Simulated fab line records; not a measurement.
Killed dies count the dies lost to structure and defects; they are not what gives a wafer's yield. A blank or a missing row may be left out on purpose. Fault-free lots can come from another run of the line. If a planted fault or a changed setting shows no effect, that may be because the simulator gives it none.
fab line records / flow sky130
[record] lots = 14 wafers = 42 last-day = 50
route steps=708 shown VIA1@470 VIA2@521 METAL3@533
lots that met no fault: taken from a fault-free run of the same line
start-h: the number of hours between the record's first day and the start of the first shown wafer of the lot / wait-h: hours since the lot's step before / " as in the row above / L1.1+2: several wafers, shown together as one row / - value missing, or start not given / * or withheld: withheld / < > ~ a bound
route shown NAME@n: names a module that has steps shown in the file, with the first one's number in the route / usual: mean/standard deviation of fault-free wafers / same: alike in all rows / chamber/n: place in a boat / sites: the reading at each site / _std_site: standard deviation across them / _edge_site: mean of outer sites minus mean of inner sites / radius-mm: how far each site lies from the wafer's centre / mask NAME#n: copy n / behind: the most recent tool/chamber to have shaped the wafer / hold: the reason the lot was held/the length of the hold in hours/how it ended / device: names the non-switching transistor (n, p or np) / end of line: tests run on the same wafers once the route is complete / step lacking rows: just its recipe / killed: the dies lost at the first sort to structure and to defects; this is not the yield of the wafer / map: the dies of a wafer, with x for killed, . for not killed, _ for no die there
set.NAME: the setting the step ran with; set.NAME@STEP: the setting that earlier step ran with / model.NAME: the simulator's own value behind a step, which no gauge read
route steps across a sampled set of lots; one table per step, one row per wafer
services: from which hour (start-h, from the record's first day; less than 0 if before it) a tool's chamber was out of use, for how many hours, and why
[[steps]]
[step SKY_VIA1_CD_MEAS_12]
[recipe] target-cd-nm = 150
[usual] cd-nm = 151.0/1.8
lot.wafer=L382.1 tool=cd-sem-02 chamber=- start-h=790.82 wait-h=- cd-nm=151.0
lot.wafer=L382.2 tool=cd-sem-02 chamber=- start-h=790.82 wait-h=- cd-nm=151.1
lot.wafer=L382.5 tool=cd-sem-02 chamber=- start-h=790.82 wait-h=- cd-nm=151.6
lot.wafer=L389.4 tool=cd-sem-02 chamber=- start-h=849.73 wait-h=- cd-nm=151.2
lot.wafer=L389.5 tool=cd-sem-02 chamber=- start-h=849.73 wait-h=- cd-nm=154.3
lot.wafer=L389.6 tool=cd-sem-02 chamber=- start-h=849.73 wait-h=- cd-nm=152.5
lot.wafer=L390.1 tool=cd-sem-02 chamber=- start-h=853.27 wait-h=- cd-nm=151.9
lot.wafer=L390.2 tool=cd-sem-02 chamber=- start-h=853.27 wait-h=- cd-nm=151.9
lot.wafer=L390.6 tool=cd-sem-02 chamber=- start-h=853.27 wait-h=- cd-nm=153.0
lot.wafer=L394.1 tool=cd-sem-02 chamber=- start-h=884.12 wait-h=- cd-nm=150.6
lot.wafer=L394.4 tool=cd-sem-02 chamber=- start-h=884.12 wait-h=- cd-nm=150.1
lot.wafer=L394.5 tool=cd-sem-02 chamber=- start-h=884.12 wait-h=- cd-nm=149.8
lot.wafer=L395.2 tool=cd-sem-01 chamber=- start-h=888.49 wait-h=- cd-nm=149.7
lot.wafer=L395.3 tool=cd-sem-01 chamber=- start-h=888.49 wait-h=- cd-nm=148.9
lot.wafer=L395.5 tool=cd-sem-01 chamber=- start-h=888.49 wait-h=- cd-nm=151.0
lot.wafer=L397.2 tool=cd-sem-01 chamber=- start-h=907.39 wait-h=- cd-nm=152.1
lot.wafer=L397.3 tool=cd-sem-01 chamber=- start-h=907.39 wait-h=- cd-nm=150.6
lot.wafer=L397.4 tool=cd-sem-01 chamber=- start-h=907.39 wait-h=- cd-nm=151.5
lot.wafer=L398.2 tool=cd-sem-02 chamber=- start-h=917.24 wait-h=- cd-nm=153.7
lot.wafer=L398.4 tool=cd-sem-02 chamber=- start-h=917.24 wait-h=- cd-nm=154.4
lot.wafer=L398.6 tool=cd-sem-02 chamber=- start-h=917.24 wait-h=- cd-nm=153.6
lot.wafer=L399.1 tool=cd-sem-02 chamber=- start-h=920.64 wait-h=- cd-nm=153.3
lot.wafer=L399.3 tool=cd-sem-02 chamber=- start-h=920.64 wait-h=- cd-nm=154.0
lot.wafer=L399.4 tool=cd-sem-02 chamber=- start-h=920.64 wait-h=- cd-nm=153.9
lot.wafer=L400.1 tool=cd-sem-02 chamber=- start-h=921.71 wait-h=- cd-nm=150.8
lot.wafer=L400.4 tool=cd-sem-02 chamber=- start-h=921.71 wait-h=- cd-nm=153.1
lot.wafer=L400.5 tool=cd-sem-02 chamber=- start-h=921.71 wait-h=- cd-nm=150.4
lot.wafer=L401.1 tool=cd-sem-02 chamber=- start-h=933.09 wait-h=- cd-nm=150.2
lot.wafer=L401.2 tool=cd-sem-02 chamber=- start-h=933.09 wait-h=- cd-nm=148.4
lot.wafer=L401.4 tool=cd-sem-02 chamber=- start-h=933.09 wait-h=- cd-nm=151.8
lot.wafer=L402.1 tool=cd-sem-02 chamber=- start-h=939.69 wait-h=- cd-nm=150.5
lot.wafer=L402.4 tool=cd-sem-02 chamber=- start-h=939.69 wait-h=- cd-nm=149.7
lot.wafer=L402.5 tool=cd-sem-02 chamber=- start-h=939.69 wait-h=- cd-nm=152.1
lot.wafer=L403.2 tool=cd-sem-02 chamber=- start-h=951.99 wait-h=- cd-nm=150.9
lot.wafer=L403.3 tool=cd-sem-02 chamber=- start-h=951.99 wait-h=- cd-nm=151.0
lot.wafer=L403.4 tool=cd-sem-02 chamber=- start-h=951.99 wait-h=- cd-nm=152.7
lot.wafer=L404.1 tool=cd-sem-01 chamber=- start-h=954.74 wait-h=- cd-nm=151.0
lot.wafer=L404.2 tool=cd-sem-01 chamber=- start-h=954.74 wait-h=- cd-nm=151.1
lot.wafer=L404.4 tool=cd-sem-01 chamber=- start-h=954.74 wait-h=- cd-nm=149.3
lot.wafer=L405.1 tool=cd-sem-02 chamber=- start-h=970.07 wait-h=- cd-nm=153.8
lot.wafer=L405.4 tool=cd-sem-02 chamber=- start-h=970.07 wait-h=- cd-nm=152.0
lot.wafer=L405.6 tool=cd-sem-02 chamber=- start-h=970.07 wait-h=- cd-nm=154.2
[step SKY_VIA2_ETCH_14]
[recipe] chemistry = N2/H2 target = BARC ion-energy-ev = 200 source-w = 500 bias-w = 100 pressure-mtorr = 30 n2-flow-sccm = 100 h2-flow-sccm = 200 stop-on = SiO2 time-s = 45.9 target-depth-a = 600
[usual] drypump-motor-current-A = 5.7/0.43 oes-product-au = 0.854/0.0049 throttle-valve-pct = 13.226/0.0092
lot.wafer=L382.1 tool=rie-diel-04 chamber=3 start-h=846.52 wait-h=0.0 drypump-motor-current-A=5.9 oes-product-au=0.857 rf-hours-counter-h=11 throttle-valve-pct=13.214
lot.wafer=L382.2 tool=rie-diel-04 chamber=1 start-h=846.52 wait-h=0.0 drypump-motor-current-A=5.0 oes-product-au=0.854 rf-hours-counter-h=22 throttle-valve-pct=13.220
lot.wafer=L382.5 tool=rie-diel-04 chamber=0 start-h=846.52 wait-h=0.0 drypump-motor-current-A=6.0 oes-product-au=0.853 rf-hours-counter-h=- throttle-valve-pct=13.222
lot.wafer=L389.4 tool=rie-diel-02 chamber=0 start-h=904.71 wait-h=0.0 drypump-motor-current-A=6.1 oes-product-au=0.860 rf-hours-counter-h=16 throttle-valve-pct=13.240
lot.wafer=L389.5 tool=rie-diel-02 chamber=2 start-h=904.71 wait-h=0.0 drypump-motor-current-A=5.6 oes-product-au=0.851 rf-hours-counter-h=- throttle-valve-pct=13.229
lot.wafer=L389.6 tool=rie-diel-02 chamber=3 start-h=904.71 wait-h=0.0 drypump-motor-current-A=5.6 oes-product-au=0.863 rf-hours-counter-h=- throttle-valve-pct=13.240
lot.wafer=L390.1 tool=rie-diel-02 chamber=3 start-h=907.37 wait-h=0.0 drypump-motor-current-A=5.6 oes-product-au=0.857 rf-hours-counter-h=15 throttle-valve-pct=13.221
lot.wafer=L390.2 tool=rie-diel-02 chamber=2 start-h=907.37 wait-h=0.0 drypump-motor-current-A=5.6 oes-product-au=0.855 rf-hours-counter-h=22 throttle-valve-pct=13.230
lot.wafer=L390.6 tool=rie-diel-02 chamber=2 start-h=907.37 wait-h=0.0 drypump-motor-current-A=5.6 oes-product-au=0.851 rf-hours-counter-h=- throttle-valve-pct=13.223
lot.wafer=L394.1 tool=rie-diel-04 chamber=1 start-h=937.22 wait-h=0.0 drypump-motor-current-A=5.0 oes-product-au=0.856 rf-hours-counter-h=24 throttle-valve-pct=13.222
lot.wafer=L394.4 tool=rie-diel-04 chamber=1 start-h=937.22 wait-h=0.0 drypump-motor-current-A=5.0 oes-product-au=0.851 rf-hours-counter-h=- throttle-valve-pct=13.227
lot.wafer=L394.5 tool=rie-diel-04 chamber=2 start-h=937.22 wait-h=0.0 drypump-motor-current-A=6.2 oes-product-au=0.858 rf-hours-counter-h=- throttle-valve-pct=13.221
lot.wafer=L395.2 tool=rie-diel-02 chamber=1 start-h=942.25 wait-h=0.0 drypump-motor-current-A=5.6 oes-product-au=0.853 rf-hours-counter-h=14 throttle-valve-pct=13.224
lot.wafer=L395.3 tool=rie-diel-02 chamber=3 start-h=942.25 wait-h=0.0 drypump-motor-current-A=5.7 oes-product-au=0.848 rf-hours-counter-h=16 throttle-valve-pct=13.230
lot.wafer=L395.5 tool=rie-diel-02 chamber=1 start-h=942.25 wait-h=0.0 drypump-motor-current-A=5.6 oes-product-au=0.851 rf-hours-counter-h=- throttle-valve-pct=13.225
lot.wafer=L397.2 tool=rie-diel-01 chamber=2 start-h=960.29 wait-h=0.0 drypump-motor-current-A=5.1 oes-product-au=0.850 rf-hours-counter-h=15 throttle-valve-pct=13.226
lot.wafer=L397.3 tool=rie-diel-01 chamber=3 start-h=960.29 wait-h=0.0 drypump-motor-current-A=6.0 oes-product-au=0.857 rf-hours-counter-h=15 throttle-valve-pct=13.223
lot.wafer=L397.4 tool=rie-diel-01 chamber=1 start-h=960.29 wait-h=0.0 drypump-motor-current-A=5.1 oes-product-au=0.847 rf-hours-counter-h=5 throttle-valve-pct=13.223
lot.wafer=L398.2 tool=rie-diel-04 chamber=2 start-h=970.92 wait-h=0.0 drypump-motor-current-A=6.2 oes-product-au=0.862 rf-hours-counter-h=7 throttle-valve-pct=13.222
lot.wafer=L398.4 tool=rie-diel-04 chamber=1 start-h=970.92 wait-h=0.0 drypump-motor-current-A=5.0 oes-product-au=0.858 rf-hours-counter-h=26 throttle-valve-pct=13.232
lot.wafer=L398.6 tool=rie-diel-04 chamber=2 start-h=970.92 wait-h=0.0 drypump-motor-current-A=6.2 oes-product-au=0.856 rf-hours-counter-h=- throttle-valve-pct=13.217
lot.wafer=L399.1 tool=rie-diel-01 chamber=0 start-h=972.95 wait-h=0.0 drypump-motor-current-A=6.1 oes-product-au=0.854 rf-hours-counter-h=9 throttle-valve-pct=13.216
lot.wafer=L399.3 tool=rie-diel-01 chamber=3 start-h=972.95 wait-h=0.0 drypump-motor-current-A=6.0 oes-product-au=0.852 rf-hours-counter-h=15 throttle-valve-pct=13.224
lot.wafer=L399.4 tool=rie-diel-01 chamber=2 start-h=972.95 wait-h=0.0 drypump-motor-current-A=5.2 oes-product-au=0.853 rf-hours-counter-h=15 throttle-valve-pct=13.232
lot.wafer=L400.1 tool=rie-diel-01 chamber=2 start-h=974.49 wait-h=0.0 drypump-motor-current-A=5.2 oes-product-au=0.846 rf-hours-counter-h=15 throttle-valve-pct=13.223
lot.wafer=L400.4 tool=rie-diel-01 chamber=1 start-h=974.49 wait-h=0.0 drypump-motor-current-A=5.1 oes-product-au=0.852 rf-hours-counter-h=6 throttle-valve-pct=13.219
lot.wafer=L400.5 tool=rie-diel-01 chamber=1 start-h=974.49 wait-h=0.0 drypump-motor-current-A=5.1 oes-product-au=0.860 rf-hours-counter-h=- throttle-valve-pct=13.222
lot.wafer=L401.1 tool=rie-diel-02 chamber=0 start-h=984.54 wait-h=0.0 drypump-motor-current-A=6.1 oes-product-au=0.867 rf-hours-counter-h=19 throttle-valve-pct=13.219
lot.wafer=L401.2 tool=rie-diel-02 chamber=2 start-h=984.54 wait-h=0.0 drypump-motor-current-A=5.6 oes-product-au=0.854 rf-hours-counter-h=25 throttle-valve-pct=13.233
lot.wafer=L401.4 tool=rie-diel-02 chamber=3 start-h=984.54 wait-h=0.0 drypump-motor-current-A=5.6 oes-product-au=0.850 rf-hours-counter-h=17 throttle-valve-pct=13.219
lot.wafer=L402.1 tool=rie-diel-04 chamber=0 start-h=991.29 wait-h=0.0 drypump-motor-current-A=6.0 oes-product-au=0.861 rf-hours-counter-h=9 throttle-valve-pct=13.221
lot.wafer=L402.4 tool=rie-diel-04 chamber=2 start-h=991.29 wait-h=0.0 drypump-motor-current-A=6.2 oes-product-au=0.860 rf-hours-counter-h=8 throttle-valve-pct=13.239
lot.wafer=L402.5 tool=rie-diel-04 chamber=2 start-h=991.29 wait-h=0.0 drypump-motor-current-A=6.2 oes-product-au=0.863 rf-hours-counter-h=- throttle-valve-pct=13.245
lot.wafer=L403.2 tool=rie-diel-01 chamber=1 start-h=1002.20 wait-h=0.0 drypump-motor-current-A=5.1 oes-product-au=0.854 rf-hours-counter-h=6 throttle-valve-pct=13.222
lot.wafer=L403.3 tool=rie-diel-01 chamber=2 start-h=1002.20 wait-h=0.0 drypump-motor-current-A=5.2 oes-product-au=0.852 rf-hours-counter-h=16 throttle-valve-pct=13.230
lot.wafer=L403.4 tool=rie-diel-01 chamber=0 start-h=1002.20 wait-h=0.0 drypump-motor-current-A=6.1 oes-product-au=0.855 rf-hours-counter-h=9 throttle-valve-pct=13.235
lot.wafer=L404.1 tool=rie-diel-01 chamber=2 start-h=1004.69 wait-h=0.0 drypump-motor-current-A=5.2 oes-product-au=0.849 rf-hours-counter-h=16 throttle-valve-pct=13.216
lot.wafer=L404.2 tool=rie-diel-01 chamber=3 start-h=1004.69 wait-h=0.0 drypump-motor-current-A=6.0 oes-product-au=0.861 rf-hours-counter-h=16 throttle-valve-pct=13.232
lot.wafer=L404.4 tool=rie-diel-01 chamber=0 start-h=1004.69 wait-h=0.0 drypump-motor-current-A=6.0 oes-product-au=0.838 rf-hours-counter-h=9 throttle-valve-pct=13.246
lot.wafer=L405.1 tool=rie-diel-02 chamber=3 start-h=1019.39 wait-h=0.0 drypump-motor-current-A=5.6 oes-product-au=0.856 rf-hours-counter-h=18 throttle-valve-pct=13.233
lot.wafer=L405.4 tool=rie-diel-02 chamber=0 start-h=1019.39 wait-h=0.0 drypump-motor-current-A=6.1 oes-product-au=0.850 rf-hours-counter-h=- throttle-valve-pct=13.227
lot.wafer=L405.6 tool=rie-diel-02 chamber=2 start-h=1019.39 wait-h=0.0 drypump-motor-current-A=5.6 oes-product-au=0.849 rf-hours-counter-h=- throttle-valve-pct=13.233
[step SKY_METAL3_SPUTTER_01]
[recipe] material = TiN target-thk-nm = 20 power-w = 6500 time-s = 16.7 chamber-pressure-pa = 0.4
[usual] throttle-valve-pct = 29.5/1.3
lot.wafer=L382.1 tool=pvd-sputter-01 chamber=- start-h=847.92 wait-h=0.0 throttle-valve-pct=29.8
lot.wafer=L382.2 tool=pvd-sputter-01 chamber=- start-h=847.92 wait-h=0.0 throttle-valve-pct=28.6
lot.wafer=L382.5 tool=pvd-sputter-01 chamber=- start-h=847.92 wait-h=0.0 throttle-valve-pct=27.5
lot.wafer=L389.4 tool=pvd-sputter-01 chamber=- start-h=906.11 wait-h=0.0 throttle-valve-pct=29.2
lot.wafer=L389.5 tool=pvd-sputter-01 chamber=- start-h=906.11 wait-h=0.0 throttle-valve-pct=28.6
lot.wafer=L389.6 tool=pvd-sputter-01 chamber=- start-h=906.11 wait-h=0.0 throttle-valve-pct=27.9
lot.wafer=L390.1 tool=pvd-sputter-01 chamber=- start-h=908.77 wait-h=0.0 throttle-valve-pct=29.3
lot.wafer=L390.2 tool=pvd-sputter-01 chamber=- start-h=908.77 wait-h=0.0 throttle-valve-pct=30.2
lot.wafer=L390.6 tool=pvd-sputter-01 chamber=- start-h=908.77 wait-h=0.0 throttle-valve-pct=27.8
lot.wafer=L394.1 tool=pvd-sputter-01 chamber=- start-h=939.05 wait-h=0.0 throttle-valve-pct=30.0
lot.wafer=L394.4 tool=pvd-sputter-01 chamber=- start-h=939.05 wait-h=0.0 throttle-valve-pct=29.3
lot.wafer=L394.5 tool=pvd-sputter-01 chamber=- start-h=939.05 wait-h=0.0 throttle-valve-pct=30.2
lot.wafer=L395.2 tool=pvd-sputter-04 chamber=- start-h=943.64 wait-h=0.0 throttle-valve-pct=31.2
lot.wafer=L395.3 tool=pvd-sputter-04 chamber=- start-h=943.64 wait-h=0.0 throttle-valve-pct=30.3
lot.wafer=L395.5 tool=pvd-sputter-04 chamber=- start-h=943.64 wait-h=0.0 throttle-valve-pct=30.3
lot.wafer=L397.2 tool=pvd-sputter-03 chamber=- start-h=961.68 wait-h=0.0 throttle-valve-pct=31.4
lot.wafer=L397.3 tool=pvd-sputter-03 chamber=- start-h=961.68 wait-h=0.0 throttle-valve-pct=29.3
lot.wafer=L397.4 tool=pvd-sputter-03 chamber=- start-h=961.68 wait-h=0.0 throttle-valve-pct=30.6
lot.wafer=L398.2 tool=pvd-sputter-01 chamber=- start-h=972.35 wait-h=0.0 throttle-valve-pct=28.2
lot.wafer=L398.4 tool=pvd-sputter-01 chamber=- start-h=972.35 wait-h=0.0 throttle-valve-pct=30.0
lot.wafer=L398.6 tool=pvd-sputter-01 chamber=- start-h=972.35 wait-h=0.0 throttle-valve-pct=27.6
lot.wafer=L399.1 tool=pvd-sputter-03 chamber=- start-h=974.38 wait-h=0.0 throttle-valve-pct=31.3
lot.wafer=L399.3 tool=pvd-sputter-03 chamber=- start-h=974.38 wait-h=0.0 throttle-valve-pct=29.0
lot.wafer=L399.4 tool=pvd-sputter-03 chamber=- start-h=974.38 wait-h=0.0 throttle-valve-pct=30.5
lot.wafer=L400.1 tool=pvd-sputter-03 chamber=- start-h=975.91 wait-h=0.0 throttle-valve-pct=30.7
lot.wafer=L400.4 tool=pvd-sputter-03 chamber=- start-h=975.91 wait-h=0.0 throttle-valve-pct=28.8
lot.wafer=L400.5 tool=pvd-sputter-03 chamber=- start-h=975.91 wait-h=0.0 throttle-valve-pct=31.4
lot.wafer=L401.1 tool=pvd-sputter-04 chamber=- start-h=985.93 wait-h=0.0 throttle-valve-pct=31.0
lot.wafer=L401.2 tool=pvd-sputter-04 chamber=- start-h=985.93 wait-h=0.0 throttle-valve-pct=30.7
lot.wafer=L401.4 tool=pvd-sputter-04 chamber=- start-h=985.93 wait-h=0.0 throttle-valve-pct=31.0
lot.wafer=L402.1 tool=pvd-sputter-04 chamber=- start-h=992.69 wait-h=0.0 throttle-valve-pct=30.6
lot.wafer=L402.4 tool=pvd-sputter-04 chamber=- start-h=992.69 wait-h=0.0 throttle-valve-pct=30.4
lot.wafer=L402.5 tool=pvd-sputter-04 chamber=- start-h=992.69 wait-h=0.0 throttle-valve-pct=30.4
lot.wafer=L403.2 tool=pvd-sputter-01 chamber=- start-h=1003.63 wait-h=0.0 throttle-valve-pct=27.8
lot.wafer=L403.3 tool=pvd-sputter-01 chamber=- start-h=1003.63 wait-h=0.0 throttle-valve-pct=29.2
lot.wafer=L403.4 tool=pvd-sputter-01 chamber=- start-h=1003.63 wait-h=0.0 throttle-valve-pct=29.9
lot.wafer=L404.1 tool=pvd-sputter-04 chamber=- start-h=1006.11 wait-h=0.0 throttle-valve-pct=30.1
lot.wafer=L404.2 tool=pvd-sputter-04 chamber=- start-h=1006.11 wait-h=0.0 throttle-valve-pct=30.7
lot.wafer=L404.4 tool=pvd-sputter-04 chamber=- start-h=1006.11 wait-h=0.0 throttle-valve-pct=31.0
lot.wafer=L405.1 tool=pvd-sputter-04 chamber=- start-h=1020.93 wait-h=0.0 throttle-valve-pct=27.1
lot.wafer=L405.4 tool=pvd-sputter-04 chamber=- start-h=1020.93 wait-h=0.0 throttle-valve-pct=30.5
lot.wafer=L405.6 tool=pvd-sputter-04 chamber=- start-h=1020.93 wait-h=0.0 throttle-valve-pct=31.1
[step SKY_METAL3_DEVELOP_12]
[recipe] develop-time-s = 60 resist = KrF-thick dev-temp-c = 21
[usual] chill-plate-temp-C = 23.00/0.098 develop-time-s = 60/0
lot.wafer=L382.1 tool=litho-track-03 chamber=0 start-h=900 wait-h=- chill-plate-temp-C=23.06 develop-time-s=60
lot.wafer=L382.2 tool=litho-track-03 chamber=0 start-h=900 wait-h=- chill-plate-temp-C=22.79 develop-time-s=60
lot.wafer=L382.5 tool=litho-track-03 chamber=0 start-h=900 wait-h=- chill-plate-temp-C=22.87 develop-time-s=60
lot.wafer=L389.4 tool=litho-track-01 chamber=- start-h=956 wait-h=- chill-plate-temp-C=- develop-time-s=-
lot.wafer=L389.5 tool=litho-track-01 chamber=- start-h=956 wait-h=- chill-plate-temp-C=- develop-time-s=-
lot.wafer=L389.6 tool=litho-track-01 chamber=- start-h=956 wait-h=- chill-plate-temp-C=- develop-time-s=-
lot.wafer=L390.1 tool=litho-track-01 chamber=- start-h=958 wait-h=- chill-plate-temp-C=- develop-time-s=-
lot.wafer=L390.2 tool=litho-track-01 chamber=- start-h=958 wait-h=- chill-plate-temp-C=- develop-time-s=-
lot.wafer=L390.6 tool=litho-track-01 chamber=- start-h=958 wait-h=- chill-plate-temp-C=- develop-time-s=-
lot.wafer=L394.1 tool=litho-track-01 chamber=0 start-h=988 wait-h=- chill-plate-temp-C=22.98 develop-time-s=60
lot.wafer=L394.4 tool=litho-track-01 chamber=0 start-h=988 wait-h=- chill-plate-temp-C=23.01 develop-time-s=60
lot.wafer=L394.5 tool=litho-track-01 chamber=0 start-h=988 wait-h=- chill-plate-temp-C=22.88 develop-time-s=60
lot.wafer=L395.2 tool=litho-track-01 chamber=0 start-h=991 wait-h=- chill-plate-temp-C=22.93 develop-time-s=60
lot.wafer=L395.3 tool=litho-track-01 chamber=0 start-h=991 wait-h=- chill-plate-temp-C=23.07 develop-time-s=60
lot.wafer=L395.5 tool=litho-track-01 chamber=0 start-h=991 wait-h=- chill-plate-temp-C=23.11 develop-time-s=60
lot.wafer=L397.2 tool=litho-track-03 chamber=0 start-h=1008 wait-h=- chill-plate-temp-C=23.07 develop-time-s=60
lot.wafer=L397.3 tool=litho-track-03 chamber=0 start-h=1009 wait-h=- chill-plate-temp-C=23.24 develop-time-s=60
lot.wafer=L397.4 tool=litho-track-03 chamber=0 start-h=1009 wait-h=- chill-plate-temp-C=23.02 develop-time-s=60
lot.wafer=L398.2 tool=litho-track-01 chamber=0 start-h=1020 wait-h=- chill-plate-temp-C=22.95 develop-time-s=60
lot.wafer=L398.4 tool=litho-track-01 chamber=0 start-h=1020 wait-h=- chill-plate-temp-C=22.95 develop-time-s=60
lot.wafer=L398.6 tool=litho-track-01 chamber=0 start-h=1020 wait-h=- chill-plate-temp-C=23.18 develop-time-s=60
lot.wafer=L399.1 tool=litho-track-02 chamber=0 start-h=1022 wait-h=- chill-plate-temp-C=22.98 develop-time-s=60
lot.wafer=L399.3 tool=litho-track-02 chamber=0 start-h=1022 wait-h=- chill-plate-temp-C=22.92 develop-time-s=60
lot.wafer=L399.4 tool=litho-track-02 chamber=0 start-h=1022 wait-h=- chill-plate-temp-C=22.83 develop-time-s=60
lot.wafer=L400.1 tool=litho-track-02 chamber=0 start-h=1022 wait-h=- chill-plate-temp-C=23.13 develop-time-s=60
lot.wafer=L400.4 tool=litho-track-02 chamber=0 start-h=1023 wait-h=- chill-plate-temp-C=23.19 develop-time-s=60
lot.wafer=L400.5 tool=litho-track-02 chamber=0 start-h=1023 wait-h=- chill-plate-temp-C=23.17 develop-time-s=60
lot.wafer=L401.1 tool=litho-track-01 chamber=0 start-h=1033 wait-h=- chill-plate-temp-C=22.89 develop-time-s=60
lot.wafer=L401.2 tool=litho-track-01 chamber=0 start-h=1033 wait-h=- chill-plate-temp-C=22.89 develop-time-s=60
lot.wafer=L401.4 tool=litho-track-01 chamber=0 start-h=1033 wait-h=- chill-plate-temp-C=23.05 develop-time-s=60
lot.wafer=L402.1 tool=litho-track-01 chamber=0 start-h=1040 wait-h=- chill-plate-temp-C=23.05 develop-time-s=60
lot.wafer=L402.4 tool=litho-track-01 chamber=0 start-h=1040 wait-h=- chill-plate-temp-C=23.07 develop-time-s=60
lot.wafer=L402.5 tool=litho-track-01 chamber=0 start-h=1040 wait-h=- chill-plate-temp-C=22.97 develop-time-s=60
lot.wafer=L403.2 tool=litho-track-01 chamber=0 start-h=1051 wait-h=- chill-plate-temp-C=22.92 develop-time-s=60
lot.wafer=L403.3 tool=litho-track-01 chamber=0 start-h=1051 wait-h=- chill-plate-temp-C=22.95 develop-time-s=60
lot.wafer=L403.4 tool=litho-track-01 chamber=0 start-h=1051 wait-h=- chill-plate-temp-C=22.99 develop-time-s=60
lot.wafer=L404.1 tool=litho-track-03 chamber=0 start-h=1053 wait-h=- chill-plate-temp-C=22.96 develop-time-s=60
lot.wafer=L404.2 tool=litho-track-03 chamber=0 start-h=1053 wait-h=- chill-plate-temp-C=23.00 develop-time-s=60
lot.wafer=L404.4 tool=litho-track-03 chamber=0 start-h=1053 wait-h=- chill-plate-temp-C=22.93 develop-time-s=60
lot.wafer=L405.1 tool=litho-track-02 chamber=0 start-h=1066 wait-h=- chill-plate-temp-C=23.09 develop-time-s=60
lot.wafer=L405.4 tool=litho-track-02 chamber=0 start-h=1066 wait-h=- chill-plate-temp-C=23.10 develop-time-s=60
lot.wafer=L405.6 tool=litho-track-02 chamber=0 start-h=1066 wait-h=- chill-plate-temp-C=23.01 develop-time-s=60
[[services]]
tool=rie-diel-01 chamber=3 start-h=822.93 hours=11.5 kind=repair
tool=rie-diel-02 chamber=0 start-h=851.50 hours=2.8 kind=repair
tool=rie-diel-01 chamber=1 start-h=854.74 hours=9.0 kind=repair
tool=rie-diel-04 chamber=- start-h=892.11 hours=28.1 kind=pm
tool=rie-diel-01 chamber=3 start-h=917.23 hours=13.5 kind=repair
tool=rie-diel-01 chamber=0 start-h=921.76 hours=1.3 kind=repair
tool=pvd-sputter-04 chamber=- start-h=929.15 hours=1.2 kind=repair
tool=rie-diel-04 chamber=0 start-h=937.20 hours=15.7 kind=repair
tool=rie-diel-04 chamber=3 start-h=944.74 hours=5.1 kind=repair
tool=rie-diel-04 chamber=3 start-h=957.27 hours=6.1 kind=repair
tool=rie-diel-02 chamber=- start-h=959.69 hours=2.8 kind=pm
tool=pvd-sputter-01 chamber=- start-h=964.88 hours=5.1 kind=repair
tool=pvd-sputter-01 chamber=- start-h=975.40 hours=0.6 kind=repair
tool=rie-diel-02 chamber=3 start-h=979.19 hours=4.8 kind=repair
tool=litho-track-01 chamber=- start-h=987.01 hours=- kind=consumable-replace:filter
tool=pvd-sputter-01 chamber=- start-h=992.24 hours=2.5 kind=repair
tool=pvd-sputter-04 chamber=- start-h=1007.05 hours=11.3 kind=repair
tool=rie-diel-02 chamber=1 start-h=1013.81 hours=16.5 kind=repair
tool=pvd-sputter-01 chamber=- start-h=1015.50 hours=1.3 kind=repair
tool=rie-diel-02 chamber=0 start-h=1028.69 hours=2.1 kind=repair
tool=rie-diel-02 chamber=2 start-h=1057.00 hours=4.5 kind=repair
tool=pvd-sputter-04 chamber=- start-h=1064.30 hours=8.0 kind=repair
[[key]]
[first-sign] step = SKY_METAL3_DEVELOP_12 reading = tool-record direction = missing
effect none on later readings
met-at SKY_METAL3_DEVELOP_12
struck-lots L389,L390
later-rows-left-out L389.4,L389.5,L389.6,L390.1,L390.2,L390.6
sort-left-out L389.4,L389.5,L389.6,L390.1,L390.2,L390.6
not-acting-at SKY_VIA1_CD_MEAS_12,SKY_VIA2_ETCH_14,SKY_METAL3_SPUTTER_01
[fault] kind = skipped-step-whole tool = litho-track-01 chamber = - onset-h = 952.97 steps = SKY_METAL3_DEVELOP_12 scope = struck-lots-only
// sort-left-out: the simulated sort isn't trusted on such a fault, so these wafers' sort isn't shown, and their yield isn't known
// later-rows-left-out: the simulator's readings of these wafers behind a module that went badly wrong aren't trusted and aren't shown, but for the sort
